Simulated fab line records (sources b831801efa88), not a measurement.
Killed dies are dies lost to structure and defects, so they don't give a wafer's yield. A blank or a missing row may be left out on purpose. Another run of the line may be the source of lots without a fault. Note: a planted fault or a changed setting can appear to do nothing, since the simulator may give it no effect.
Struck lot and sound lot, side by side | flow sky130 | 15 out of 708 route steps
Sound: wafers L554.1, L554.2, L554.6. Wafers L561.1, L561.2, L561.6 were the ones struck. The cause is given at the end.
At each step with rows: each side's tool, then ch and its chambers, then its first start. Under that, the readings that differ: sound wafers | struck wafers | difference of the means | sigmas: that difference in standard deviations of wafers without a fault.
alike: readings with means less than 2 such deviations apart, plus words and numbers identical on both sides. not compared: withheld readings, readings lacking a value on some wafer, bounds such as >300 that could conceal the same value, and numbers that have no deviation in the record and whose values overlap.
A row with sigmas, a row that says differs or no value, or rows on one side alone: a step with any of these is where the two part. When numbers do not overlap yet have no deviation, they are printed without sigmas and do not part them. Lack of a reading on every wafer of one side parts them only where that side has two or more wafers.

first, 1 step without rows for these wafers: SKY_VT_ADJUST_PCH_IMPLANT_08.
SKY_VT_ADJUST_PCH_STRIP_09: strips in O2/N2.
  sound on plasma-asher-01 ch 0,1, day 10 13:49; struck on plasma-asher-04 ch 0,1, day 12 21:09
  alike: drypump-motor-current-A, oes-product-au, strip-time-to-endpoint-s
  not compared: rf-hours-counter-h
SKY_VT_ADJUST_PCH_TW_MEAS_10:
  sound on film-metro-01, day 10 13:55; struck on film-metro-01, day 12 21:15
  alike: VT_ADJUST_PCH_TW
then, 7 steps without rows for these wafers: SKY_SONOS_TUNNEL_DEHYDRATE_00 (time 60 s); SKY_SONOS_TUNNEL_HMDS_01 (prime time 60 s); SKY_SONOS_TUNNEL_COAT_02 (resist thk 1140 nm); SKY_SONOS_TUNNEL_SOFTBAKE_03 (time 60 s); SKY_SONOS_TUNNEL_EXPOSE_04 (exposes mask TUNM, target cd 410 nm); SKY_SONOS_TUNNEL_PEB_05; SKY_SONOS_TUNNEL_DEVELOP_06 (develop time 60 s).
SKY_SONOS_TUNNEL_CD_MEAS_07 targets a cd of 410 nm.
  sound on cd-sem-01, day 11 13:28; struck on cd-sem-01, day 13 22:16
  alike: cd-nm
SKY_SONOS_TUNNEL_OVL_MEAS_08:
  sound on overlay-02, day 11 13:35; struck on overlay-02, day 13 22:23
  alike: SONOS_TUNNEL_OVL
SKY_SONOS_TUNNEL_IMPLANT_09:
  sound on implanter-04 ch 0, day 11 13:37; struck on implanter-03 ch 0, day 13 22:25
  reading                   | sound                | struck               | difference | sigmas
  beam-energy-keV           | 20.004 19.985 19.990 | 22.512 22.518 22.501 | +2.517     | +99 or more
  model.implant.rp-nm (nm)  | 64.66 64.66 64.66    | 73.36 73.36 73.36    | +8.70      |
  model.implant.drp-nm (nm) | 28.34 28.34 28.34    | 31.59 31.59 31.59    | +3.25      |
then, 1 step without rows for these wafers: SKY_SONOS_TUNNEL_WET_ETCH_10 (etches SiO2 in dHF, target depth 14 nm, time 280 s).
-- here the record skips 34 days between the struck wafers' starts before and after, leaving off in module SONOS_TUNNEL and picking up in module PAD_OPEN (first step shown: number 708 of the route) --
SKY_PAD_OPEN_PROBE_99:
  rows exist in the record for the struck wafers here (prober-02, day 47 18:57), but not for the sound ones

## WHERE THEY PART
Earliest at SKY_SONOS_TUNNEL_IMPLANT_09; latest, in this record, at SKY_PAD_OPEN_PROBE_99.

WHY: the cause the simulator had injected
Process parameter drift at SKY_SONOS_TUNNEL_IMPLANT_09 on implanter-03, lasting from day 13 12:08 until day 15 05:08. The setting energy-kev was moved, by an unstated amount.
